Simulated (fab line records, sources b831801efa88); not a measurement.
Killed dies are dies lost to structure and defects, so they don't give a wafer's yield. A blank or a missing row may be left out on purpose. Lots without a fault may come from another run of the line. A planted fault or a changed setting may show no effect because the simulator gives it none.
fab line records | flow sfq_line
record lots=5 wafers=15 last_day=97
route steps=325 shown I4@173 JJ@178
lots that met no fault: from a run of the same line without faults
start_h: hours from the record's first day to the start of the lot's first wafer shown | wait_h: hours since the lot's step before | " the same as in the row above | L1.1+2: a row that stands for several wafers | - no value, or no start given | * or withheld: withheld | < > ~ a bound
route shown NAME@n: a module of which the file shows steps, and the number in the route of the first | usual: mean/standard deviation of fault-free wafers | same: alike in all rows | chamber/n: place in a boat | sites: the reading at each site | _std_site: their standard deviation | _edge_site: outer sites' mean less inner sites' | radius_mm: how far each site lies from the wafer's centre | mask NAME#n: copy n | behind: the tool/chamber that last shaped the wafer | hold: why the lot was held/for how many hours/how that ended | device: the transistor (n, p or np) that didn't switch | end of line: the same wafers' tests at the end of the route | a step without rows: its recipe alone | killed: dies lost to structure and defects at the first sort, not the wafer's yield | map: a wafer's dies, x killed, . not, _ none there
set.NAME: the setting as run; set.NAME@STEP: as run at that earlier step | model.NAME: the simulator's own value behind a step, which no gauge read
lots at some steps of the route; a table a step, a row a wafer
services: from which hour (start_h, from the record's first day; less than 0 if before it) a tool's chamber was out of use, for how many hours, and why
## steps
# step SFQ_I4_OVL_MEAS_928
# usual I4_OVL=3/4.5
# columns lot.wafer tool chamber start_h wait_h I4_OVL[nm]
L692.2 overlay-02 - 1433.58 0.1 5
L692.3 " - " " -4
L692.4 " - " " 6
L702.3 overlay-02 - 1515.75 0.1 1
L702.5 " - " " -5
L702.6 " - " " 1
L703.1 overlay-01 - 1521.73 0.1 -1
L703.2 " - " " 7
L703.6 " - " " 5
L711.1 overlay-02 - 1583.38 0.1 7
L711.5 " - " " 4
L711.6 " - " " 12
L713.2 overlay-02 - 1585.78 0.1 0
L713.3 " - " " 6
L713.5 " - " " 2
# step SFQ_TRILAYER_I4_VIA_BARC_OPEN_VIA_ETCH_146
# recipe mask_material=PR chemistry=O2 target_depth_nm=125 target=BARC source_w=500 bias_w=80 pressure_mtorr=30 time_s=41.7
# usual chamber_pressure_mTorr=29.998/0.027 drypump_motor_current_A=5.8/0.58 oes_product_au=0.685/0.0047
# columns lot.wafer tool chamber start_h wait_h chamber_pressure_mTorr drypump_motor_current_A oes_product_au rf_hours_counter_h
L692.2 rie_diel-03 1 1433.61 0.0 29.989 6.3 0.678 5
L692.3 " 2 " " 30.014 6.4 0.684 17
L692.4 " 0 " " 29.985 5.7 0.682 6
L702.3 rie_diel-03 2 1515.77 0.0 30.005 6.4 0.685 18
L702.5 " 0 " " 30.032 5.6 0.684 -
L702.6 " 1 " " 29.992 6.3 0.680 -
L703.1 rie_diel-03 1 1521.77 0.0 30.010 6.3 0.686 7
L703.2 " 3 " " 29.990 4.8 0.686 16
L703.6 " 2 " " 29.960 6.4 0.680 -
L711.1 rie_diel-04 3 1583.41 0.0 30.016 4.7 0.685 10
L711.5 " 2 " " 29.991 6.4 0.690 -
L711.6 " 3 " " 29.994 4.7 0.682 -
L713.2 rie_diel-03 1 1585.81 0.0 30.036 6.4 0.689 8
L713.3 " 0 " " 30.001 5.7 0.682 9
L713.5 " 3 " " 29.977 4.8 0.688 -
# step SFQ_TRILAYER_I4_VIA_ETCH_VIA_ETCH_106
# recipe target=SiO2 stop_on=Nb mask_material=PR taper_deg=20 chemistry=CHF3 target_depth_nm=260 source_w=507.1 bias_w=80 pressure_mtorr=30 time_s=withheld
# usual chamber_pressure_mTorr=29.99/0.03 drypump_motor_current_A=5.8/0.57 oes_product_au=0.855/0.0049
# columns lot.wafer tool chamber start_h wait_h chamber_pressure_mTorr drypump_motor_current_A oes_product_au
L692.2 rie_diel-03 1 1433.65 0.0 29.99 6.3 0.860
L692.3 " 2 " " 29.97 6.4 0.864
L692.4 " 0 " " 29.99 5.7 0.851
L702.3 rie_diel-03 2 1515.81 0.0 30.01 6.4 0.858
L702.5 " 0 " " 29.95 5.6 0.856
L702.6 " 1 " " 30.00 6.4 0.856
L703.1 rie_diel-03 1 1521.81 0.0 30.03 6.3 0.856
L703.2 " 3 " " 30.02 4.8 0.852
L703.6 " 2 " " 29.97 6.4 0.856
L711.1 rie_diel-04 3 1583.45 0.0 30.02 4.7 0.851
L711.5 " 2 " " 30.01 6.4 0.858
L711.6 " 3 " " 30.00 4.7 0.857
L713.2 rie_diel-03 1 1585.85 0.0 30.02 6.3 0.856
L713.3 " 0 " " 30.03 5.6 0.863
L713.5 " 3 " " 30.02 4.8 0.855
# step SFQ_TRILAYER_I4_VIA_STRIP_STRIP_107
# recipe gas=O2 power_w=200 platen_temp_c=40 overash_fraction=0.65 chemistry=O2 pressure_mtorr=50
# step SFQ_TRILAYER_I4_VIA_STRIP_SOLV_CLEAN_108
# recipe chemistry=NMP temp_c=70 time_s=600
# step SFQ_TRILAYER_JJ_TRILAYER_DEP_PRE_CLEAN_113
# recipe gas=Ar time_s=22.5 bias_v=250
# step SFQ_TRILAYER_JJ_TRILAYER_DEP_SPUTTER_109
# recipe material=Nb base_pressure_pa=1.33e-06 chamber_pressure_pa=0.1333 substrate_temp_c=20 target_thk_nm=150 power_w=2000 time_s=100
# usual throttle_valve_pct=29.7/0.96
# columns lot.wafer tool chamber start_h wait_h throttle_valve_pct
L692.2 pvd_sputter-04 - 1434.56 0.0 28.9
L692.3 " - " " 28.3
L692.4 " - " " 29.4
L702.3 pvd_sputter-04 - 1516.73 0.0 30.3
L702.5 " - " " 29.7
L702.6 " - " " 28.2
L703.1 pvd_sputter-04 - 1522.73 0.0 29.1
L703.2 " - " " 28.6
L703.6 " - " " 29.5
L711.1 pvd_sputter-04 - 1584.37 0.0 30.4
L711.5 " - " " 30.3
L711.6 " - " " 28.3
L713.2 pvd_sputter-03 - 1586.77 0.0 30.2
L713.3 " - " " 28.5
L713.5 " - " " 28.3
# step SFQ_TRILAYER_JJ_TRILAYER_DEP_SPUTTER_110
# recipe material=Al base_pressure_pa=1.33e-06 target_thk_nm=8 power_w=500 time_s=10 chamber_pressure_pa=0.4
# step SFQ_TRILAYER_JJ_TRILAYER_DEP_AL_OXIDATION_111
# recipe pressure_mbar=0.014667 oxidation_time_s=600 temperature_k=293
# step SFQ_TRILAYER_JJ_TRILAYER_DEP_SPUTTER_112
# recipe material=Nb base_pressure_pa=1.33e-06 chamber_pressure_pa=0.1333 substrate_temp_c=20 target_thk_nm=170 power_w=2000 time_s=113.3
# step SFQ_JJ_RS_MEAS_929
# recipe thk_meas_gauge=four-point-probe reads=Nb_of_TRILAYER_JJ_TRILAYER_DEP_SPUTTER_112
# usual JJ_NB_RS=1.051/0.0091
# columns lot.wafer tool chamber start_h wait_h JJ_NB_RS[ohm/sq]
L692.2 film_metro-03 - 1435.76 0.1 1.042
L692.3 " - " " 1.047
L692.4 " - " " 1.053
L702.3 film_metro-01 - 1517.94 0.1 1.054
L702.5 " - " " 1.057
L702.6 " - " " 1.056
L703.1 film_metro-01 - 1523.90 0.0 1.048
L703.2 " - " " 1.062
L703.6 " - " " 1.049
L711.1 film_metro-01 - 1585.55 0.0 1.057
L711.5 " - " " 1.050
L711.6 " - " " 1.070
L713.2 film_metro-01 - 1587.97 0.1 1.057
L713.3 " - " " 1.058
L713.5 " - " " 1.056
# step SFQ_TRILAYER_JJ_CE_LITHO_COAT_119
# recipe resist=BARC spin_rpm=3000 resist_thk_nm=62
# columns lot.wafer tool chamber start_h wait_h model.BARC_of_TRILAYER_JJ_CE_LITHO_COAT_119.thk_nm
L692.2 litho_track-04 0 1435.97 0.1 61.91
L692.3 " 0 " " 62.11
L692.4 " 0 " " 61.99
L702.3 litho_track-01 0 1518.18 0.1 62
L702.5 " 0 " " 62.04
L702.6 " 0 " " 62.08
L703.1 litho_track-02 0 1524.08 0.1 67.09
L703.2 " 0 " " 67.22
L703.6 " 0 " " 67.12
L711.1+6 litho_track-04 0 1585.73 0.1 62.14
L711.5 " 0 " " 62.11
L713.2 litho_track-02 0 1588.18 0.1 61.58
L713.3 " 0 " " 61.73
L713.5 " 0 " " 61.82
# step SFQ_TRILAYER_JJ_CE_LITHO_COAT_114
# recipe resist=KrF spin_rpm=3000 resist_thk_nm=600
# step SFQ_TRILAYER_JJ_CE_LITHO_SOFTBAKE_118
# recipe temp_c=withheld time_s=withheld resist=KrF
# step SFQ_TRILAYER_JJ_CE_LITHO_EXPOSE_115
# recipe mask_id=J5 na=0.6 source_shape=conventional sigma_outer=0.65 target_cd_nm=700 dose_mj=14.4
# step SFQ_TRILAYER_JJ_CE_LITHO_PEB_117
# recipe peb_temp_c=115 peb_time_s=58.27 resist=KrF
# step SFQ_TRILAYER_JJ_CE_LITHO_DEVELOP_116
# recipe time_s=60 resist=KrF
# step SFQ_JJ_OVL_MEAS_931
# usual J5_OVL=1/5.9
# columns lot.wafer tool chamber start_h wait_h J5_OVL[nm]
L692.2 overlay-02 - 1551.74 0.1 9
L692.3 " - " " -4
L692.4 " - " " -1
L702.3 overlay-01 - 1642.80 0.1 7
L702.5 " - " " 2
L702.6 " - " " 2
L703.1 overlay-02 - 1648.79 0.1 2
L703.2 " - " " 5
L703.6 " - " " 4
L711.1 overlay-01 - 1709.04 0.1 -5
L711.5 " - " " -4
L711.6 " - " " 0
L713.2 overlay-01 - 1711.57 0.1 6
L713.3 " - " " 6
L713.5 " - " " 5
# step SFQ_TRILAYER_JJ_CE_METRO_MEASURE_117
# usual cd_nm=704.2/1.2
# columns lot.wafer tool chamber start_h wait_h cd_nm
L692.2 cd_sem-01 - 1551.97 0.2 704.3
L692.3 " - " " 703.7
L692.4 " - " " 702.7
L702.3 cd_sem-02 - 1643.23 0.4 704.3
L702.5 " - " " 705.1
L702.6 " - " " 704.8
L703.1 cd_sem-01 - 1648.83 0.0 703.5
L703.2 " - " " 703.3
L703.6 " - " " 703.8
L711.1 cd_sem-01 - 1709.08 0.0 704.9
L711.5 " - " " 703.7
L711.6 " - " " 704.4
L713.2 cd_sem-01 - 1711.80 0.2 705.0
L713.3 " - " " 703.2
L713.5 " - " " 705.2
# step SFQ_TRILAYER_JJ_CE_BARC_OPEN_RIE_150
# recipe mask_material=PR chemistry=O2 target_depth_nm=240 target=BARC icp_w=600 bias_w=80 pressure_mtorr=10 time_s=80
# usual chamber_pressure_mTorr=10.000/0.0085 drypump_motor_current_A=5.6/0.43 oes_product_au=0.537/0.0044
# columns lot.wafer tool chamber start_h wait_h chamber_pressure_mTorr drypump_motor_current_A oes_product_au rf_hours_counter_h model.etch.depth_nm
L692.2 rie_metal-03 0 1552.97 0.8 10.006 5.5 0.537 122 61.91
L692.3 " 0 " " 10.000 5.6 0.531 - 62.11
L692.4 " 1 " " 10.011 4.8 0.540 - 61.99
L702.3 rie_metal-03 0 1644.06 0.6 10.000 5.5 0.537 - 62
L702.5 " 0 " " 9.999 5.5 0.540 - 62.04
L702.6 " 1 " " 9.991 4.8 0.533 - 62.08
L703.1 rie_metal-01 1 1650.03 1.0 9.993 5.3 0.548 51 67.09
L703.2 " 0 " " 10.000 5.9 0.549 76 67.22
L703.6 " 1 " " 9.998 5.4 0.547 - 67.12
L711.1 rie_metal-04 1 1710.28 1.0 10.008 6.2 0.541 42 62.14
L711.5 " 1 " " 10.018 6.2 0.537 - 62.11
L711.6 " 0 " " 10.000 5.6 0.540 - 62.14
L713.2 rie_metal-01 1 1712.80 0.8 9.999 5.4 0.531 60 61.58
L713.3 " 0 " " 9.994 5.9 0.537 - 61.73
L713.5 " 1 " " 9.997 5.4 0.539 - 61.82
# step SFQ_TRILAYER_JJ_CE_ETCH_RIE_118
# recipe target=Nb stop_on=Al2O3 mask_material=PR taper_deg=13.257 over_etch_frac=0.15 time_s=97.7 chemistry=SF6 target_depth_nm=170 icp_w=600 bias_w=80 pressure_mtorr=10
# usual chamber_pressure_mTorr=10.000/0.011 drypump_motor_current_A=5.6/0.43 oes_product_au=0.988/0.0063
# columns lot.wafer tool chamber start_h wait_h chamber_pressure_mTorr drypump_motor_current_A oes_product_au rf_hours_counter_h
L692.2 rie_metal-03 0 1553.06 0.1 10.000 5.5 0.990 122
L692.3 " 0 " " 10.009 5.6 0.993 -
L692.4 " 1 " " 10.005 4.9 0.983 -
L702.3 rie_metal-03 0 1644.15 0.1 10.009 5.6 0.987 -
L702.5 " 0 " " 10.005 5.5 0.974 -
L702.6 " 1 " " 9.995 4.8 0.988 -
L703.1 rie_metal-01 1 1650.12 0.1 9.998 5.3 0.986 51
L703.2 " 0 " " 9.995 5.9 0.982 76
L703.6 " 1 " " 10.010 5.4 0.983 -
L711.1 rie_metal-04 1 1710.37 0.1 10.000 6.2 0.994 42
L711.5 " 1 " " 9.995 6.2 0.987 -
L711.6 " 0 " " 10.004 5.5 0.985 -
L713.2 rie_metal-01 1 1712.89 0.1 10.007 5.3 0.985 60
L713.3 " 0 " " 10.001 5.9 0.982 -
L713.5 " 1 " " 10.002 5.4 0.991 -
## services
# columns tool chamber start_h hours kind
cd_sem-02 - 1417.91 0.4 pm
rie_metal-01 - 1464.02 0.3 repair
rie_metal-03 0 1469.44 3.2 repair
rie_diel-03 3 1469.49 1.9 repair
cd_sem-01 - 1472.03 0.5 pm
pvd_sputter-03 - 1474.14 9.3 repair
rie_diel-04 1 1488.43 8.9 repair
rie_diel-04 3 1491.11 2.4 repair
cd_sem-02 - 1511.48 1.7 pm
cd_sem-02 - 1515.58 0.8 pm
cd_sem-01 - 1521.86 1.6 pm
rie_diel-04 2 1524.39 11.1 repair
cd_sem-01 - 1528.52 3.4 pm
cd_sem-01 - 1544.35 0.4 pm
rie_metal-01 - 1583.79 0.5 repair
pvd_sputter-04 - 1636.48 8.1 repair
pvd_sputter-04 - 1638.15 3.9 repair
cd_sem-01 - 1656.03 0.2 pm
rie_metal-04 0 1675.12 2.7 repair
rie_metal-03 - 1681.41 1.4 pm
rie_metal-03 - 1699.67 4.3 pm
rie_diel-04 1 1700.08 4.8 repair
cd_sem-01 - 1706.68 1.2 pm
rie_metal-03 - 1707.24 0.4 repair
## key
first_sign none at tools or gauges
model_effect step=SFQ_TRILAYER_JJ_CE_LITHO_COAT_119 value=BARC_of_TRILAYER_JJ_CE_LITHO_COAT_119.thk_nm without=61.96 struck=67.15
model_effect step=SFQ_TRILAYER_JJ_CE_BARC_OPEN_RIE_150 value=etch.depth_nm without=61.96 struck=67.15
met_at SFQ_TRILAYER_JJ_CE_LITHO_COAT_119
struck_wafers L703.1,L703.2,L703.6
fault kind=process_parameter_drift tool=litho_track-02 chamber=- onset_h=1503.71 steps=SFQ_TRILAYER_JJ_CE_LITHO_COAT_119 channel=resist_thk_nm offset=5.1891 shape=step end_h=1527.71 acts_in=these_recipes_only stated=62
